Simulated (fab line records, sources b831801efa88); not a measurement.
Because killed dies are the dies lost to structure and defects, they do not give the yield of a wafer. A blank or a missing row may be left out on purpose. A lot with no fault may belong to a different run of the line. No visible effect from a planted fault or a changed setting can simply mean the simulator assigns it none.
fab line records	flow sky130
[record] lots = 12	wafers = 35	last_day = 50
route steps=708 shown PWDE@53 VT_ADJUST_HVTR@142 GATE_OXIDE@197 POLY_GATE@229
lots that met no fault: taken from a fault-free run of the same line
start_h: hours from the record's first day to the start of the lot's first wafer shown	wait_h: how many hours have passed since the lot's step before this one	" as in the row above	L1.1+2: a single row standing in for several wafers	- no value, or no start was given	* or withheld: withheld	< > ~ a bound
route shown NAME@n: a module of which the file shows steps, and the number in the route of the first	usual: mean and standard deviation over wafers with no fault	same: alike in all rows	chamber/n: place in a boat	sites: readings site by site	_std_site: standard deviation across them	_edge_site: the outer-site mean with the inner-site mean subtracted	radius_mm: for every site, how far away it sits from the centre of the wafer	mask NAME#n: copy n	behind: tool/chamber where the wafer was last shaped	hold: why the lot was held/for how many hours/how that ended	device: names the non-switching transistor (n, p or np)	end of line: the same wafers' tests at the end of the route	step lacking rows: just its recipe	killed: dies that structure and defects cost at the first sort, which is not the same as the wafer's yield	map: dies across one wafer; x = killed, . = not, _ = none there
set.NAME: setting as actually run; set.NAME@STEP: the setting as run at that earlier step	model.NAME: the simulator's own value behind a step, which no gauge read
steps of the route over a sample of lots; a table a step, a row a wafer
services: from which hour (start_h, from the record's first day; less than 0 if before it) a tool's chamber was out of use, for how many hours, and why
[[steps]]
[step SKY_PWDE_IMPLANT_08]
[recipe] species = B	energy_kev = 150	dose_cm2 = 3.6e+12	tilt_deg = withheld
[usual] beam_on_s = 10.01/0.19	faraday_current_uA = 20.3/0.4
lot.wafer	tool	chamber	start_h	wait_h	beam_on_s	faraday_current_uA
L207.1	implanter-03	0	90.08	0.0	10.12	20.1
L207.4	"	0	"	"	10.29	19.6
L207.5	"	0	"	"	10.11	20.1
L206.1	implanter-01	0	90.69	0.0	10.05	20.1
L206.3	"	0	"	"	10.19	20.0
L206.6	"	0	"	"	10.03	20.3
L215.5	implanter-01	0	131.24	0.1	12.45	16.3
L215.6	"	0	"	"	10.03	20.3
L214.2	implanter-03	0	132.47	0.0	9.88	20.6
L214.3	"	0	"	"	9.94	20.3
L214.4	"	0	"	"	9.61	21.1
L216.3	implanter-01	0	137.73	0.1	9.85	20.6
L216.5	"	0	"	"	12.91	15.7
L216.6	"	0	"	"	9.75	20.8
L217.3	implanter-01	0	138.74	0.1	10.27	19.7
L217.5	"	0	"	"	12.49	16.3
L217.6	"	0	"	"	10.04	20.2
L219.1	implanter-03	0	141.48	0.0	10.22	19.9
L219.2	"	0	"	"	10.39	19.5
L219.3	"	0	"	"	9.94	20.4
L223.3	implanter-02	0	169.29	0.1	10.00	20.4
L223.4	"	0	"	"	10.05	20.2
L223.6	"	0	"	"	9.92	20.4
L224.1	implanter-02	0	173.64	0.0	10.19	19.9
L224.4	"	0	"	"	10.26	19.9
L224.5	"	0	"	"	9.67	20.9
L226.2	implanter-03	0	179.81	0.0	10.17	19.9
L226.4	"	0	"	"	10.14	20.0
L226.5	"	0	"	"	9.87	20.5
L228.1	implanter-02	0	192.59	0.0	10.31	19.7
L228.2	"	0	"	"	10.21	19.9
L228.6	"	0	"	"	10.14	20.1
L229.1	implanter-03	0	199.34	0.0	10.12	20.0
L229.2	"	0	"	"	9.89	20.6
L229.6	"	0	"	"	9.87	20.5
[step SKY_PWDE_TW_MEAS_10]
[usual] PWDE_TW = 375/4.1
lot.wafer	tool	chamber	start_h	wait_h	PWDE_TW
L207.1	film_metro-04	-	90.33	0.1	382
L207.4	"	-	"	"	380
L207.5	"	-	"	"	381
L206.1	film_metro-03	-	90.94	0.1	371
L206.3	"	-	"	"	373
L206.6	"	-	"	"	370
L215.5	film_metro-03	-	131.43	0.0	398
L215.6	"	-	"	"	368
L214.2	film_metro-02	-	132.70	0.1	370
L214.3	"	-	"	"	371
L214.4	"	-	"	"	371
L216.3	film_metro-02	-	137.95	0.1	372
L216.5	"	-	"	"	398
L216.6	"	-	"	"	372
L217.3	film_metro-02	-	138.96	0.1	371
L217.5	"	-	"	"	399
L217.6	"	-	"	"	369
L219.1	film_metro-02	-	141.73	0.1	372
L219.2	"	-	"	"	373
L219.3	"	-	"	"	372
L223.3	film_metro-03	-	169.51	0.1	373
L223.4	"	-	"	"	374
L223.6	"	-	"	"	374
L224.1	film_metro-02	-	173.89	0.1	373
L224.4	"	-	"	"	374
L224.5	"	-	"	"	373
L226.2	film_metro-02	-	180.04	0.1	374
L226.4	"	-	"	"	374
L226.5	"	-	"	"	374
L228.1	film_metro-04	-	192.84	0.1	380
L228.2	"	-	"	"	378
L228.6	"	-	"	"	378
L229.1	film_metro-02	-	199.59	0.1	371
L229.2	"	-	"	"	371
L229.6	"	-	"	"	371
[step SKY_NWELL_RS_MEAS_31]
[recipe] thk_meas_gauge = four-point-probe
[usual] PWDE_RS = 5280/20
lot.wafer	tool	chamber	start_h	wait_h	PWDE_RS[ohm/sq]
L207.1	film_metro-04	-	126.04	0.1	5302
L207.4	"	-	"	"	5315
L207.5	"	-	"	"	5298
L206.1	film_metro-02	-	126.48	0.1	5277
L206.3	"	-	"	"	5296
L206.6	"	-	"	"	5291
L215.5	film_metro-02	-	173.11	0.1	4416
L215.6	"	-	"	"	5285
L214.2	film_metro-02	-	174.40	0.1	5289
L214.3	"	-	"	"	5293
L214.4	"	-	"	"	5300
L216.3	film_metro-02	-	178.77	0.1	5293
L216.5	"	-	"	"	4417
L216.6	"	-	"	"	5276
L217.3	film_metro-04	-	180.88	0.1	5299
L217.5	"	-	"	"	4430
L217.6	"	-	"	"	5305
L219.1	film_metro-03	-	183.53	0.1	5234
L219.2	"	-	"	"	5235
L219.3	"	-	"	"	5240
L223.3	film_metro-03	-	212.78	0.1	5279
L223.4	"	-	"	"	5270
L223.6	"	-	"	"	5279
L224.1	film_metro-04	-	218.88	0.1	5283
L224.4	"	-	"	"	5297
L224.5	"	-	"	"	5291
L226.2	film_metro-02	-	224.11	0.1	5304
L226.4	"	-	"	"	5283
L226.5	"	-	"	"	5290
L228.1	film_metro-02	-	239.34	0.1	5291
L228.2	"	-	"	"	5284
L228.6	"	-	"	"	5294
L229.1	film_metro-03	-	245.97	0.1	5291
L229.2	"	-	"	"	5297
L229.6	"	-	"	"	5296
[step SKY_VT_ADJUST_HVTR_TW_MEAS_11]
[usual] VT_ADJUST_HVTR_TW = 211.2/1.4
lot.wafer	tool	chamber	start_h	wait_h	VT_ADJUST_HVTR_TW
L207.1	film_metro-02	-	231.71	0.1	211.0
L207.4	"	-	"	"	210.1
L207.5	"	-	"	"	210.9
L206.1	film_metro-03	-	232.66	0.1	208.5
L206.3	"	-	"	"	207.7
L206.6	"	-	"	"	209.8
L215.5	film_metro-02	-	286.89	0.0	210.9
L215.6	"	-	"	"	210.8
L214.2	film_metro-03	-	289.91	0.1	209.3
L214.3	"	-	"	"	209.4
L214.4	"	-	"	"	209.0
L216.3	film_metro-02	-	294.32	0.1	212.0
L216.5	"	-	"	"	211.2
L216.6	"	-	"	"	212.7
L217.3	film_metro-02	-	297.82	0.1	212.3
L217.5	"	-	"	"	211.0
L217.6	"	-	"	"	212.1
L219.1	film_metro-02	-	300.65	0.1	211.2
L219.2	"	-	"	"	212.1
L219.3	"	-	"	"	211.0
L223.3	film_metro-04	-	335.63	0.1	212.7
L223.4	"	-	"	"	212.1
L223.6	"	-	"	"	212.9
L224.1	film_metro-03	-	340.90	0.1	209.8
L224.4	"	-	"	"	208.9
L224.5	"	-	"	"	210.4
L226.2	film_metro-02	-	348.21	0.1	210.0
L226.4	"	-	"	"	211.2
L226.5	"	-	"	"	211.3
L228.1	film_metro-02	-	368.10	0.1	212.1
L228.2	"	-	"	"	212.1
L228.6	"	-	"	"	211.6
L229.1	film_metro-04	-	375.85	0.1	212.5
L229.2	"	-	"	"	212.4
L229.6	"	-	"	"	213.2
[step SKY_GATE_OXIDE_OVL_MEAS_10]
[usual] GATE_OXIDE_OVL = -0.4/1.2
lot.wafer	tool	chamber	start_h	wait_h	GATE_OXIDE_OVL[nm]
L207.1	overlay-01	-	336.05	0.1	-1.1
L207.4	"	-	"	"	-0.3
L207.5	"	-	"	"	-1.2
L206.1	overlay-02	-	337.90	0.1	0.7
L206.3	"	-	"	"	-2.9
L206.6	"	-	"	"	-2.2
L215.5	overlay-01	-	402.42	0.0	-0.1
L215.6	"	-	"	"	2.2
L214.2	overlay-02	-	407.50	0.1	-2.0
L214.3	"	-	"	"	0.3
L214.4	"	-	"	"	-0.7
L216.3	overlay-02	-	412.96	0.1	-1.3
L216.5	"	-	"	"	0.6
L216.6	"	-	"	"	0.1
L217.3	overlay-02	-	416.81	0.1	-1.1
L217.5	"	-	"	"	-0.7
L217.6	"	-	"	"	0.9
L219.1	overlay-02	-	419.39	0.1	0.7
L219.2	"	-	"	"	-1.4
L219.3	"	-	"	"	-0.7
L224.1	overlay-01	-	469.95	0.1	0.1
L224.4	"	-	"	"	-0.7
L224.5	"	-	"	"	0.0
L223.3	overlay-02	-	469.96	0.1	-0.6
L223.4	"	-	"	"	-1.2
L223.6	"	-	"	"	-1.3
L226.2	overlay-01	-	480.10	0.1	-0.9
L226.4	"	-	"	"	-0.5
L226.5	"	-	"	"	1.4
L228.1	overlay-02	-	500.40	0.1	-2.1
L228.2	"	-	"	"	-0.6
L228.6	"	-	"	"	-1.6
L229.1	overlay-01	-	505.64	0.1	-1.7
L229.2	"	-	"	"	0.7
L229.6	"	-	"	"	0.3
[step SKY_POLY_GATE_ETCH_15]
[recipe] chemistry = N2/H2	target = BARC	ion_energy_ev = 200	source_w = 500	bias_w = 100	pressure_mtorr = 30	n2_flow_sccm = 100	h2_flow_sccm = 200	stop_on = SiO2	time_s = 118.5	target_depth_a = 1100
[usual] drypump_motor_current_A = 5.6/0.38	oes_product_au = 0.716/0.0047	throttle_valve_pct = 13.214/0.0085
lot.wafer	tool	chamber	start_h	wait_h	drypump_motor_current_A	oes_product_au	rf_hours_counter_h	throttle_valve_pct
L207.1	rie_diel-01	1	399.46	0.0	5.3	0.717	84	13.210
L207.4	"	2	"	"	5.5	0.717	93	13.210
L207.5	"	2	"	"	5.5	0.713	-	13.229
L206.1	rie_diel-04	0	402.36	0.0	5.2	0.711	5	13.208
L206.3	"	2	"	"	5.9	0.717	11	13.215
L206.6	"	3	"	"	5.5	0.723	-	13.220
L215.5	rie_diel-04	0	477.40	0.0	5.2	0.711	-	13.211
L215.6	"	1	"	"	5.7	0.715	-	13.215
L214.2	rie_diel-03	3	478.66	0.0	5.6	0.713	16	13.198
L214.3	"	0	"	"	5.8	0.720	50	13.213
L214.4	"	2	"	"	4.8	0.712	7	13.227
L216.3	rie_diel-01	3	485.85	0.1	5.5	0.718	-	13.212
L216.5	"	3	"	"	5.5	0.720	-	13.231
L216.6	"	1	"	"	5.3	0.722	-	13.216
L217.3	rie_diel-04	2	486.16	0.0	5.9	0.711	13	13.220
L217.5	"	3	"	"	5.5	0.716	-	13.217
L217.6	"	0	"	"	5.2	0.702	-	13.229
L219.1	rie_diel-03	2	486.30	0.0	4.8	0.718	7	13.213
L219.2	"	3	"	"	5.6	0.715	16	13.207
L219.3	"	1	"	"	6.3	0.722	51	13.201
L223.3	rie_diel-04	3	536.70	0.0	5.5	0.709	77	13.196
L223.4	"	0	"	"	5.2	0.717	-	13.223
L223.6	"	2	"	"	5.9	0.722	-	13.222
L224.1	rie_diel-01	3	536.81	0.0	5.5	0.713	2	13.219
L224.4	"	0	"	"	6.7	0.717	-	13.215
L224.5	"	2	"	"	5.5	0.721	-	13.227
L226.2	rie_diel-03	3	546.21	0.0	5.6	0.716	17	13.232
L226.4	"	1	"	"	6.2	0.707	52	13.213
L226.5	"	2	"	"	4.8	0.714	-	13.218
L228.1	rie_diel-04	0	565.10	0.0	5.2	0.720	10	13.212
L228.2	"	2	"	"	5.9	0.719	14	13.226
L228.6	"	0	"	"	5.3	0.721	-	13.217
L229.1	rie_diel-04	1	570.01	0.0	5.7	0.711	1	13.218
L229.2	"	2	"	"	5.9	0.715	14	13.211
L229.6	"	2	"	"	5.9	0.717	-	13.214
[[services]]
tool	chamber	start_h	hours	kind
implanter-02	-	67.74	4.0	pm
rie_diel-03	-	68.75	4.3	pm
implanter-03	-	71.12	11.1	pm
rie_diel-03	3	75.88	4.6	repair
rie_diel-03	0	77.68	3.8	repair
implanter-02	-	85.70	2.5	pm
implanter-03	-	93.66	5.1	pm
implanter-01	-	132.81	1.6	pm
rie_diel-04	-	137.80	15.6	pm
rie_diel-04	0	160.40	11.6	repair
implanter-01	-	161.22	2.5	repair
implanter-01	-	165.19	4.3	pm
rie_diel-04	0	198.57	11.6	repair
rie_diel-04	-	204.24	2.8	pm
implanter-01	-	241.90	0.9	repair
implanter-01	-	264.06	0.7	repair
implanter-03	-	333.51	7.8	repair
implanter-03	-	377.74	3.0	repair
implanter-01	-	437.03	20.8	pm
rie_diel-04	2	470.51	3.9	repair
implanter-03	-	476.11	7.5	repair
implanter-01	-	488.58	4.3	pm
implanter-03	-	516.28	8.8	repair
implanter-03	-	521.88	5.8	repair
[[key]]
[first_sign] step = SKY_PWDE_IMPLANT_08	reading = beam_on_s	direction = up	sigmas = 13	usual = 10.01	struck = 12.62
[effect] step = SKY_PWDE_IMPLANT_08	reading = faraday_current_uA	direction = down	sigmas = 11	usual = 20.3	struck = 16.1
[effect] step = SKY_PWDE_TW_MEAS_10	reading = PWDE_TW	direction = up	sigmas = 5.7	usual = 375	struck = 398
[effect] step = SKY_NWELL_RS_MEAS_31	reading = PWDE_RS	direction = down	sigmas = 43	usual = 5280	struck = 4421
met_at SKY_PWDE_IMPLANT_08
struck_lots L215,L216,L217
struck_wafers L215.5,L216.5,L217.5
tester_left_out L215,L216,L217
not_acting_at SKY_VT_ADJUST_HVTR_TW_MEAS_11,SKY_GATE_OXIDE_OVL_MEAS_10,SKY_POLY_GATE_ETCH_15
onset_between 90.69 131.24
[fault] kind = process_parameter_drift	tool = implanter-01	chamber = -	onset_h = 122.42	steps = SKY_PWDE_IMPLANT_08	channel = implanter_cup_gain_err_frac	offset = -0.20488	shape = step	end_h = 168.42	scope = struck_wafers_only
// tester_left_out: of these lots the tester's yield and bins aren't shown, on N5 and GAA mostly nor the transistor test; their killed dies are dies lost to structure and defects alone, not to doping, threshold or leakage, so they don't give the yield
